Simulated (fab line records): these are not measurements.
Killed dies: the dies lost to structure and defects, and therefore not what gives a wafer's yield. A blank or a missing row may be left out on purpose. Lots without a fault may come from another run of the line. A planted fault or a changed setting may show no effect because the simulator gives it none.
Which tool did it? ; flow sky130 ; 10 lots, 30 wafers sampled, at 4 steps of a route of 708

WHAT THE GAUGES READ, wafer by wafer
SKY_METAL5_RS_MEAS_05: measures by four-point-probe.
lot;measured;on;METAL5_ALCU_RS (ohm/sq)
L632;day 42 21:32;film_metro-03;0.02707 0.02708 0.02704
L633;day 43 04:36;film_metro-01;0.02674 0.02673 0.02667
L635;day 43 20:12;film_metro-01;0.02687 0.02718 0.02674
L638;day 44 20:08;film_metro-03;0.02676 0.02642 0.02663
L641;day 45 14:39;film_metro-04;0.02749 0.04379 0.02746
L643;day 45 22:00;film_metro-01;0.02734 0.02698 0.02709
L644;day 46 02:32;film_metro-03;0.02733 0.04291 0.02709
L645;day 46 17:24;film_metro-03;0.027 0.02734 0.02683
L651;day 48 11:05;film_metro-03;0.0272 0.02725 0.02744
L653;day 48 11:47;film_metro-03;0.02665 0.02665 0.02672

TOOL THAT RAN EACH LOT (tool first, then ch and the chambers of the sampled wafers, then the start)
lot;SKY_METAL4_DESCUM_15;SKY_VIA4_SPUTTER_17;SKY_METAL5_SPUTTER_02
L632;rie_metal-01 ch 0,1, day 41 18:14;pvd_sputter-04, day 42 20:41;pvd_sputter-02, day 42 21:26
L633;rie_metal-03 ch 0,1, day 42 04:20;pvd_sputter-01, day 43 03:44;pvd_sputter-02, day 43 04:29
L635;rie_metal-03 ch 0,1, day 42 17:35;pvd_sputter-04, day 43 19:04;pvd_sputter-01, day 43 20:04
L638;rie_metal-04 ch 0,1, day 43 17:42;pvd_sputter-04, day 44 19:14;pvd_sputter-02, day 44 19:59
L641;rie_metal-01 ch 0,1, day 44 13:44;pvd_sputter-03, day 45 13:47;pvd_sputter-02, day 45 14:32
L643;rie_metal-01 ch 0,1, day 44 21:50;pvd_sputter-03, day 45 20:50;pvd_sputter-03, day 45 21:52
L644;rie_metal-04 ch 0,1, day 45 02:38;pvd_sputter-03, day 46 01:40;pvd_sputter-02, day 46 02:25
L645;rie_metal-01 ch 0,1, day 45 16:36;pvd_sputter-01, day 46 15:44;pvd_sputter-01, day 46 17:16
L651;rie_metal-04 ch 0,1, day 47 12:44;pvd_sputter-03, day 48 10:14;pvd_sputter-01, day 48 10:58
L653;rie_metal-01 ch 0,1, day 47 13:55;pvd_sputter-04, day 48 10:53;pvd_sputter-03, day 48 11:37
- SKY_METAL4_DESCUM_15: chemistry O2, time 8 s.
- SKY_VIA4_SPUTTER_17: material TiN, target thk 20 nm, time 80 s.
- SKY_METAL5_SPUTTER_02: material AlCu, target thk 1150 nm, time 61.2 s.

THE ANSWER, worked out from the rows above alone
Rule: the lots themselves supply what counts as usual. The widest of any qualifying gaps counts: lots, ordered by their means at a reading, are off when they make up no more than a third of the lots, leave a main group of 4 or more, and stand apart from it by 3 or more times the standard deviation of that group's means. If all means in a main group match to the digits the tables above print for the reading, that group is not used. A lot without any number at a reading at which 4 lots or more have one is off too. Where the step has rows for the other lots, those lots are counted as sound.
Off: L641, L644, at SKY_METAL5_RS_MEAS_05 (METAL5_ALCU_RS). Mean 0.02693 ohm/sq and standard deviation 0.00023 in the main group.
If a tool, at a process step before that reading, ran all the lots that are off and no sound lot after the first of them, it fits. Those tools and the gauges at SKY_METAL5_RS_MEAS_05 are tried in the same way. One candidate fits, namely pvd_sputter-02 at SKY_METAL5_SPUTTER_02. Its last sound lot is L638 (day 44 19:59), its first lot that is off L641 (day 45 14:32): a fault that began between those two fits.

WHAT THE SIMULATOR PUT IN
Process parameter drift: pvd_sputter-02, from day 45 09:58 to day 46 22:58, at SKY_METAL5_SPUTTER_02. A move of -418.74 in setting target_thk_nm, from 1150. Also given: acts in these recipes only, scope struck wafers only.
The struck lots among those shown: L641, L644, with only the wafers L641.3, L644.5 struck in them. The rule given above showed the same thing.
